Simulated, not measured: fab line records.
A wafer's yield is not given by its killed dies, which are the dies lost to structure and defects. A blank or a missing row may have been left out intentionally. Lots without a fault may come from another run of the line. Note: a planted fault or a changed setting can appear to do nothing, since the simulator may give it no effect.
One fault seen from 2 desks || flow sky130 || every desk sees just its own numbers, and what lay behind them comes last

TOOL OWNER'S DESK, pvdSputter-04
At SKY_CAPM_SPUTTER_02 (material TiN, target thk 200 nm, time 166.7 s) the tool's own readings: per lot run on this tool, the mean of the sampled wafers that have a number. The brackets show how far a lot's mean lies from the usual mean; more than 4 standard deviations puts the lot out of limits, marked OUT.
Columns: A = throttleValvePct at SKY_CAPM_SPUTTER_02, usual 29.4 %
{"lot": "L326", "first seen here": "day 36 12:24", "A": 29.4}
{"lot": "L327", "first seen here": "day 36 21:56", "A": 29.3}
{"lot": "L328", "first seen here": "day 37 05:25", "A": 29.2}
{"lot": "L331", "first seen here": "day 38 11:54", "A": 29.1}
{"lot": "L333", "first seen here": "day 38 14:54", "A": 29.3}
{"lot": "L334", "first seen here": "day 39 20:36", "A": 29.5}
{"lot": "L344", "first seen here": "day 42 01:16", "A": 29.3}
Result from this desk: across the 7 lots, nothing is out of limits.

AT THE METROLOGY DESK
What the gauges read, lot by lot, whatever tool the lot ran on: means of the sampled wafers that have a number. The brackets show how far a lot's mean lies from the usual mean; more than 4 standard deviations puts the lot out of limits, marked OUT.
Columns: A = CAPM_TIN_RS at SKY_CAPM_RS_MEAS_03, usual 6.92 ohm/sq; B = CAPM_TIN_THK at SKY_CAPM_THK_MEAS_04, usual 197.1 nm
{"lot": "L326", "first seen here": "day 36 12:31", "A": 6.92, "B": 197.0}
{"lot": "L327", "first seen here": "day 36 22:02", "A": 6.96, "B": 196.1}
{"lot": "L328", "first seen here": "day 37 05:31", "A": 7.03, "B": 193.4}
{"lot": "L331", "first seen here": "day 38 12:01", "A": 6.92, "B": 196.6}
{"lot": "L333", "first seen here": "day 38 15:02", "A": 6.86, "B": 199.0}
{"lot": "L334", "first seen here": "day 39 20:43", "A": 6.86, "B": 199.2}
{"lot": "L339", "first seen here": "day 41 04:54", "A": 6.87, "B": 198.1}
{"lot": "L344", "first seen here": "day 42 01:22", "A": 6.69, "B": 203.5}
{"lot": "L345", "first seen here": "day 42 09:19", "A": 6.90, "B": 198.9}
{"lot": "L346", "first seen here": "day 42 14:27", "A": 6.82, "B": 200.6}
{"lot": "L349", "first seen here": "day 43 07:12", "A": 6.89, "B": 198.3}
Result from this desk: across the 11 lots, nothing is out of limits.

BROUGHT TOGETHER
The tool owner's desk saw nothing out of limits.
Metrology desk: nothing out of limits seen.

WHAT THE SIMULATOR PUT IN
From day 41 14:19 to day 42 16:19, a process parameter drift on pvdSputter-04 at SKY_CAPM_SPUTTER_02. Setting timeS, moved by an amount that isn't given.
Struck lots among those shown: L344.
